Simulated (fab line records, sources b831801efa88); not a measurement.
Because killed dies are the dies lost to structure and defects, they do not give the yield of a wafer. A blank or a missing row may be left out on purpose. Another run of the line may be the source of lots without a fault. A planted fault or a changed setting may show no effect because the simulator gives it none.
Split-lot experiment ; flow gf180mcu ; 23 wafers read from 5 lots, route of 602 steps

## THE SPLIT
At GF_NWELL_IMPLANT_09, the setting energyKev was moved away from the recipe's 160 on 11 of the 23 wafers read, by -7.4% to +2.9%. This setting was run at the recipe's value on the other wafers.

Reading taken at the split's own step.

## THE READING
implant.drpNm (the simulator's own value, which no gauge read), in nm, at GF_NWELL_IMPLANT_09. The file gives no usual value for it.

wafer;tool, chamber at the split;energyKev as run;against the recipe;implant.drpNm, nm;against lot-mates on the recipe
L074.1;implanter-04, 0;152.7;-4.6%;63.65;-2.25
L074.3;implanter-04, 0;152.7;-4.6%;63.65;-2.25
L074.6;implanter-04, 0;152.7;-4.6%;63.65;-2.25
L074.4;implanter-04, 0;160;recipe;65.9;-
L074.5;implanter-04, 0;160;recipe;65.9;-
L076.1;implanter-01, 0;160;recipe;65.9;-
L076.5;implanter-01, 0;160;recipe;65.9;-
L076.2;implanter-01, 0;148.1;-7.4%;62.19;-3.71
L076.3;implanter-01, 0;148.1;-7.4%;62.19;-3.71
L076.6;implanter-01, 0;148.1;-7.4%;62.19;-3.71
L078.1;implanter-02, 0;160;recipe;65.9;-
L078.4;implanter-02, 0;160;recipe;65.9;-
L078.2;implanter-02, 0;164.5;+2.8%;67.26;+1.36
L078.3;implanter-02, 0;164.5;+2.8%;67.26;+1.36
L078.5;implanter-02, 0;164.5;+2.8%;67.26;+1.36
L083.1;implanter-02, 0;160;recipe;65.9;-
L083.2;implanter-02, 0;160;recipe;65.9;-
L083.3;implanter-02, 0;160;recipe;65.9;-
L083.4;implanter-02, 0;164.6;+2.9%;67.29;+1.39
L083.6;implanter-02, 0;164.6;+2.9%;67.29;+1.39
L084.1;implanter-01, 0;160;recipe;65.9;-
L084.4;implanter-01, 0;160;recipe;65.9;-
L084.6;implanter-01, 0;160;recipe;65.9;-

THE FIT
A straight line over all 23 wafers: implant.drpNm changes by +0.494 nm for each +1% of energyKev; r = +1.00; the points scatter about the line by 0.016 nm.
The same after taking each lot's own level away (the mean of its wafers on the recipe; 23 wafers): +0.494 nm for each +1%; r = +1.00; scatter 0.016 nm.
The reading moves by 3.7 nm for the largest change in energyKev, on that fit.
The lots' own levels span 65.900 to 65.900 nm.
The two slopes agree, so the slope changes little with the lot-to-lot level.
Check: with one of the wafers moved furthest among these (-7.4%) left out of the fit, the line predicts -3.68 nm for it against its lot-mates. Against them it came out at -3.71 nm.

## FURTHER SPLITS ON THESE WAFERS
Note: prior to the reading, these wafers also went through further splits. Each is held against what the fit with the lots' levels taken away leaves over:
other split on the same wafers;wafers away from the commonest value;r with implant.drpNm (lot level and that fit taken away)
GF_STI_CVD_03 timeS;10;+0.10
GF_STI_ETCH_13 sourceW;11;-0.20
GF_STI_CVD_23 sih4FlowSccm;11;+0.32
GF_STI_OXIDATION_29 oxTimeS;10;-0.11

## THE WHOLE CHAIN: every reading that the file lists as answering this split, in the file's order
step;what it does;reading;change (the file's fit);r (the file's)
GF_NWELL_IMPLANT_09;;implant.rpNm (the simulator's own value, which no gauge read);+2.09 nm for each +1% of the setting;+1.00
GF_NWELL_IMPLANT_09;;implant.drpNm (the simulator's own value, which no gauge read);+0.495 nm for each +1% of the setting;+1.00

## FILE'S OWN FIT
implant.drpNm changes by +0.495 nm for each +1% of energyKev, r = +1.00.
